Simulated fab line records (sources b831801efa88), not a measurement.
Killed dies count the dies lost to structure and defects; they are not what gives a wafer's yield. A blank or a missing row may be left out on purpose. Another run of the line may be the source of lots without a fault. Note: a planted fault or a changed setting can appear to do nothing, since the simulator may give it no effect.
fab line records + flow sky130
[record]
- lots = 6
- wafers = 18
- last_day = 50
route steps=708 shown POLY_GATE@233 LDD_N@237 PAD_OPEN@708
lots that met no fault: from a run of the same line without faults
start_h: start of the lot's first displayed wafer, in hours after the record's first day + wait_h: how many hours have passed since the lot's step before this one + " repeats the value in the row above + L1.1+2: several wafers, shown together as one row + - no value, or no start was given + * or withheld: withheld + < > ~ a bound
route shown NAME@n: names a module that has steps shown in the file, with the first one's number in the route + usual: average and standard deviation across the fault-free wafers + same: alike in all rows + chamber/n: place in a boat + sites: per-site readings + _std_site: their standard deviation + _edge_site: the outer-site mean with the inner-site mean subtracted + radius_mm: how far each site lies from the wafer's centre + mask NAME#n: copy n + behind: the tool/chamber that last shaped the wafer + hold: cause of the lot's hold/its duration in hours/its outcome + device: transistor that didn't switch, given as n, p or np + end of line: the route-end tests of the same wafers + a step given without rows: its recipe and nothing more + killed: at the first sort, the dies lost to defects and structure; wafer yield is something else + map: dies across one wafer; x = killed, . = not, _ = none there
set.NAME: the setting as run; set.NAME@STEP: as run at that earlier step + model.NAME: the simulator's own value behind a step, which no gauge read
lots seen at some steps along the route; tables by step, rows by wafer
services: a tool's chamber out of use, with start hour (start_h, from the record's first day; less than 0 if before it), hours out, and reason
[[steps]]
[step SKY_POLY_GATE_CLEAN_19]
[recipe]
- chemistry = SC1/SC2
- mix = 1:4:20
- temp_c = 70
- time_s = 150
- dry = n2_spin
[step SKY_POLY_GATE_OXIDATION_20]
[recipe]
- temp_c = 850
- ambient = O2
- stabilise_s = 600
- purge_s = 300
- target_thk_a = 40
- ox_time_s = 899
[step SKY_POLY_GATE_THK_MEAS_21]
[recipe]
- reads = SiO2_of_POLY_GATE_OXIDATION_20
[usual]
- POLY_GATE_OXIDATION_THK = 3.97/0.069
| lot.wafer | tool          | chamber | start_h | wait_h | POLY_GATE_OXIDATION_THK[nm] |
|-----------|---------------|---------|---------|--------|-----------------------------|
| L151.1    | film_metro-03 | -       | 377.87  | 0.0    | 3.87                        |
| L151.2    | "             | -       | "       | "      | 4.04                        |
| L151.5    | "             | -       | "       | "      | 3.97                        |
| L153.1    | film_metro-03 | -       | 411.34  | 0.0    | 4.04                        |
| L153.3    | "             | -       | "       | "      | 3.96                        |
| L153.6    | "             | -       | "       | "      | 4.05                        |
| L162.1    | film_metro-03 | -       | 481.67  | 0.0    | 3.87                        |
| L162.2    | "             | -       | "       | "      | 3.92                        |
| L162.4    | "             | -       | "       | "      | 3.91                        |
| L163.1    | film_metro-04 | -       | 491.79  | 0.0    | 3.96                        |
| L163.4    | "             | -       | "       | "      | 4.02                        |
| L163.5    | "             | -       | "       | "      | 4.04                        |
| L171.1    | film_metro-03 | -       | 550.08  | 0.0    | 4.01                        |
| L171.3    | "             | -       | "       | "      | 4.04                        |
| L171.4    | "             | -       | "       | "      | 3.97                        |
| L172.3    | film_metro-01 | -       | 562.46  | 0.0    | 4.00                        |
| L172.4    | "             | -       | "       | "      | 3.99                        |
| L172.5    | "             | -       | "       | "      | 4.02                        |
[step SKY_POLY_GATE_CD_MEAS_22]
[usual]
- cd_nm = 150.7/1.7
| lot.wafer | tool      | chamber | start_h | wait_h | cd_nm |
|-----------|-----------|---------|---------|--------|-------|
| L151.1    | cd_sem-01 | -       | 377.93  | 0.1    | 147.8 |
| L151.2    | "         | -       | "       | "      | 144.7 |
| L151.5    | "         | -       | "       | "      | 147.1 |
| L153.1    | cd_sem-01 | -       | 411.40  | 0.1    | 152.5 |
| L153.3    | "         | -       | "       | "      | 150.6 |
| L153.6    | "         | -       | "       | "      | 152.2 |
| L162.1    | cd_sem-02 | -       | 481.73  | 0.1    | 151.6 |
| L162.2    | "         | -       | "       | "      | 149.9 |
| L162.4    | "         | -       | "       | "      | 150.9 |
| L163.1    | cd_sem-01 | -       | 491.85  | 0.1    | 149.7 |
| L163.4    | "         | -       | "       | "      | 148.4 |
| L163.5    | "         | -       | "       | "      | 149.9 |
| L171.1    | cd_sem-01 | -       | 550.14  | 0.1    | 154.0 |
| L171.3    | "         | -       | "       | "      | 152.2 |
| L171.4    | "         | -       | "       | "      | 151.6 |
| L172.3    | cd_sem-02 | -       | 562.56  | 0.1    | 152.2 |
| L172.4    | "         | -       | "       | "      | 152.0 |
| L172.5    | "         | -       | "       | "      | 153.0 |
[step SKY_LDD_N_DEHYDRATE_00]
[recipe]
- temp_c = 200
- time_s = 60
[step SKY_LDD_N_HMDS_01]
[recipe]
- prime_time_s = 60
- prime_temp_c = 120
[step SKY_LDD_N_COAT_02]
[recipe]
- resist = NOVOLAK
- spin_rpm = 3000
- resist_thk_nm = 300
[step SKY_LDD_N_SOFTBAKE_03]
[recipe]
- temp_c = 90
- time_s = 60
- resist = NOVOLAK
[step SKY_LDD_N_EXPOSE_04]
[recipe]
- mask_id = NTM
- target_cd_nm = 840
- na = 0.6
- source_shape = conventional
- sigma_outer = 0.6
- dose_mj = 110
[step SKY_LDD_N_PEB_05]
[recipe]
- temp_c = withheld
- time_s = *
- resist = NOVOLAK
[step SKY_LDD_N_DEVELOP_06]
[recipe]
- develop_time_s = 60
- dev_temp_c = 23
[step SKY_LDD_N_OVL_MEAS_07]
[usual]
- LDD_N_OVL = -0.1/1.3
| lot.wafer | tool       | chamber | start_h | wait_h | LDD_N_OVL[nm] |
|-----------|------------|---------|---------|--------|---------------|
| L151.1    | overlay-01 | -       | 406.61  | 0.1    | 0.9           |
| L151.2    | "          | -       | "       | "      | 1.4           |
| L151.5    | "          | -       | "       | "      | -1.2          |
| L153.1    | overlay-01 | -       | 442.00  | 0.1    | 0.7           |
| L153.3    | "          | -       | "       | "      | 0.3           |
| L153.6    | "          | -       | "       | "      | 0.6           |
| L162.1    | overlay-02 | -       | 512.81  | 0.1    | -2.6          |
| L162.2    | "          | -       | "       | "      | 0.6           |
| L162.4    | "          | -       | "       | "      | -1.4          |
| L163.1    | overlay-01 | -       | 522.76  | 0.1    | -1.2          |
| L163.4    | "          | -       | "       | "      | -1.8          |
| L163.5    | "          | -       | "       | "      | -0.6          |
| L171.1    | overlay-02 | -       | 579.48  | 0.1    | -1.5          |
| L171.3    | "          | -       | "       | "      | 0.5           |
| L171.4    | "          | -       | "       | "      | -0.7          |
| L172.3    | overlay-01 | -       | 591.98  | 0.1    | 1.5           |
| L172.4    | "          | -       | "       | "      | 0.5           |
| L172.5    | "          | -       | "       | "      | 0.2           |
[step SKY_LDD_N_IMPLANT_08]
[recipe]
- species = As
- energy_kev = 20
- dose_cm2 = 7.5e+13
- tilt_deg = withheld
- rotation_deg = 23
[usual]
- beam_on_s = 10.01/0.21
- faraday_current_uA = 422/9
| lot.wafer | tool         | chamber | start_h | wait_h | beam_on_s | faraday_current_uA |
|-----------|--------------|---------|---------|--------|-----------|--------------------|
| L151.1    | implanter-03 | 0       | 406.65  | 0.0    | 9.92      | 425                |
| L151.2    | "            | 0       | "       | "      | 9.93      | 425                |
| L151.5    | "            | 0       | "       | "      | 10.36     | 408                |
| L153.1    | implanter-02 | 0       | 442.04  | 0.0    | 10.22     | 415                |
| L153.3    | "            | 0       | "       | "      | 10.26     | 411                |
| L153.6    | "            | 0       | "       | "      | 10.07     | 422                |
| L162.1    | implanter-03 | 0       | 512.85  | 0.0    | 9.06      | 468                |
| L162.2    | "            | 0       | "       | "      | 8.64      | 488                |
| L162.4    | "            | 0       | "       | "      | 8.78      | 484                |
| L163.1    | implanter-03 | 0       | 522.80  | 0.0    | 8.67      | 486                |
| L163.4    | "            | 0       | "       | "      | 8.64      | 489                |
| L163.5    | "            | 0       | "       | "      | 8.85      | 478                |
| L171.1    | implanter-01 | 0       | 579.52  | 0.0    | 9.77      | 432                |
| L171.3    | "            | 0       | "       | "      | 9.95      | 424                |
| L171.4    | "            | 0       | "       | "      | 10.20     | 414                |
| L172.3    | implanter-03 | 0       | 592.05  | 0.1    | 9.53      | 443                |
| L172.4    | "            | 0       | "       | "      | 9.79      | 428                |
| L172.5    | "            | 0       | "       | "      | 9.50      | 443                |
[step SKY_LDD_N_IMPLANT_09]
[recipe]
- species = As
- energy_kev = 20
- dose_cm2 = 7.5e+13
- tilt_deg = withheld
- rotation_deg = 113
[step SKY_PAD_OPEN_PROBE_99]
[usual]
- killed_at_M0_to_M3 = 43/6.9
- killed_at_M4_up = 3.1/1.8
- killed_at_contacts = 24/5.1
- killed_at_front_end = 15/4.8
- killed_at_other = 0.3/0.48
- killed_dies = 86/8.9
- killed_open = 47/6.8
- killed_short = 39/6.3
[same]
- gross_dies = 492
- killed_at_back_side = 0
| lot.wafer | tool      | chamber | start_h | wait_h | killed_at_M0_to_M3 | killed_at_M4_up | killed_at_contacts | killed_at_front_end | killed_at_other | killed_dies | killed_open | killed_short | model.etest.tip_n.rs_ohm_sq |
|-----------|-----------|---------|---------|--------|--------------------|-----------------|--------------------|---------------------|-----------------|-------------|-------------|--------------|-----------------------------|
| L151.1    | prober-01 | -       | 1081.94 | 0.1    | 48                 | 3               | 32                 | 23                  | 0               | 106         | 57          | 49           | 441.3                       |
| L151.2    | prober-01 | -       | 1081.99 | 0.1    | 59                 | 1               | 26                 | 14                  | 2               | 102         | 48          | 54           | 441.1                       |
| L151.5    | prober-01 | -       | 1082.14 | 0.2    | 44                 | 2               | 26                 | 21                  | 0               | 93          | 47          | 46           | 445.3                       |
| L162.1    | prober-02 | -       | 1148.47 | 0.1    | 45                 | 4               | 36                 | 10                  | 0               | 95          | 47          | 48           | 446.9                       |
| L162.2    | prober-02 | -       | 1148.52 | 0.1    | 53                 | 2               | 22                 | 11                  | 0               | 88          | 53          | 35           | 449.5                       |
| L162.4    | prober-02 | -       | 1148.62 | 0.2    | 32                 | 1               | 28                 | 12                  | 1               | 74          | 42          | 32           | 448.2                       |
| L163.1    | prober-01 | -       | 1154.33 | 0.1    | 58                 | 4               | 20                 | 16                  | 0               | 98          | 55          | 43           | 455.4                       |
| L163.4    | prober-01 | -       | 1154.48 | 0.2    | 43                 | 6               | 24                 | 15                  | 1               | 89          | 50          | 39           | 451.9                       |
| L163.5    | prober-01 | -       | 1154.53 | 0.2    | 44                 | 2               | 26                 | 13                  | 1               | 86          | 46          | 40           | 450.4                       |
// killed by level:class
L151.1 CONTACT:geometric_particle:open=12 LI_CONTACT:geometric_particle:open=8 VIA1:geometric_particle:open=8 CONTACT:geometric_particle:short=6 VIA2:geometric_particle:open=6 POLY_GATE:geometric_particle:open=5 METAL1:geometric_particle:short=5 METAL2:geometric_particle:short=5
L151.2 METAL2:geometric_particle:short=14 LI_CONTACT:geometric_particle:open=9 CONTACT:geometric_particle:open=8 METAL1:geometric_particle:short=8 VIA1:geometric_particle:open=8 VIA3:geometric_particle:open=7 VIA1:geometric_particle:short=7 VIA2:geometric_particle:open=6
L151.5 CONTACT:geometric_particle:open=10 VIA1:geometric_particle:open=9 METAL1:geometric_particle:short=8 LI_CONTACT:geometric_particle:open=7 METAL2:geometric_particle:short=7 POLY_GATE:geometric_particle:short=6 VIA2:geometric_particle:open=6 FIELD_ISO:geometric_particle:open=5
L162.1 VIA1:geometric_particle:open=14 LI_CONTACT:geometric_particle:open=12 METAL1:geometric_particle:short=11 CONTACT:geometric_particle:open=10 CONTACT:geometric_particle:short=7 LOCAL_INTERCONNECT:geometric_particle:short=4 METAL2:geometric_particle:short=4 VIA1:geometric_particle:short=4
L162.2 VIA1:geometric_particle:open=14 VIA3:geometric_particle:open=10 LI_CONTACT:geometric_particle:open=7 METAL2:geometric_particle:short=7 CONTACT:geometric_particle:open=7 VIA1:geometric_particle:short=5 METAL1:geometric_particle:short=5 VIA2:geometric_particle:open=5
L162.4 CONTACT:geometric_particle:open=15 VIA3:geometric_particle:open=7 LOCAL_INTERCONNECT:geometric_particle:short=5 METAL2:geometric_particle:short=5 VIA2:geometric_particle:open=5 METAL1:geometric_particle:short=4 FIELD_ISO:geometric_particle:short=3 POLY_GATE:geometric_particle:open=3
L163.1 VIA1:geometric_particle:open=16 LI_CONTACT:geometric_particle:open=11 VIA1:geometric_particle:short=7 FIELD_ISO:geometric_particle:short=6 METAL2:geometric_particle:short=6 VIA2:geometric_particle:open=6 VIA3:geometric_particle:open=6 CONTACT:geometric_particle:open=5
L163.4 VIA1:geometric_particle:open=14 CONTACT:geometric_particle:open=10 FIELD_ISO:geometric_particle:short=7 VIA2:geometric_particle:open=7 LI_CONTACT:geometric_particle:open=6 VIA3:geometric_particle:open=6 METAL4:geometric_particle:short=6 POLY_GATE:geometric_particle:short=5
L163.5 CONTACT:geometric_particle:open=11 VIA1:geometric_particle:short=7 VIA2:geometric_particle:open=6 LI_CONTACT:geometric_particle:open=6 VIA1:geometric_particle:open=6 METAL2:geometric_particle:short=6 VIA3:geometric_particle:open=5 POLY_GATE:geometric_particle:open=4
[[services]]
| tool         | chamber | start_h | hours | kind   |
|--------------|---------|---------|-------|--------|
| implanter-03 | -       | 448.23  | 2.5   | repair |
| implanter-03 | -       | 489.25  | 5.9   | repair |
| implanter-02 | -       | 529.13  | 3.2   | pm     |
| implanter-03 | -       | 539.53  | 0.6   | repair |
[[key]]
[first_sign]
- step = SKY_LDD_N_IMPLANT_08
- reading = faraday_current_uA
- direction = up
- sigmas = 6.6
- usual = 422
- struck = 482
[effect]
- step = SKY_LDD_N_IMPLANT_08
- reading = beam_on_s
- direction = down
- sigmas = 5.8
- usual = 10.01
- struck = 8.77
[model_effect]
- step = SKY_PAD_OPEN_PROBE_99
- value = etest.tip_n.rs_ohm_sq
- without = 441
- struck = 450.4
met_at SKY_LDD_N_IMPLANT_08
struck_wafers L162.1,L162.2,L162.4,L163.1,L163.4,L163.5
tester_left_out L162,L163
onset_between 406.65 512.85
[fault]
- kind = process_parameter_drift
- tool = implanter-03
- chamber = -
- onset_h = 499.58
- steps = SKY_LDD_N_IMPLANT_08
- channel = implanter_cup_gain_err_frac
- offset = 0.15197
- shape = step
- end_h = 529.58
// tester_left_out: of these lots the tester's yield and bins aren't shown, on N5 and GAA mostly nor the transistor test; their killed dies are dies lost to structure and defects alone, not to doping, threshold or leakage, so they don't give the yield
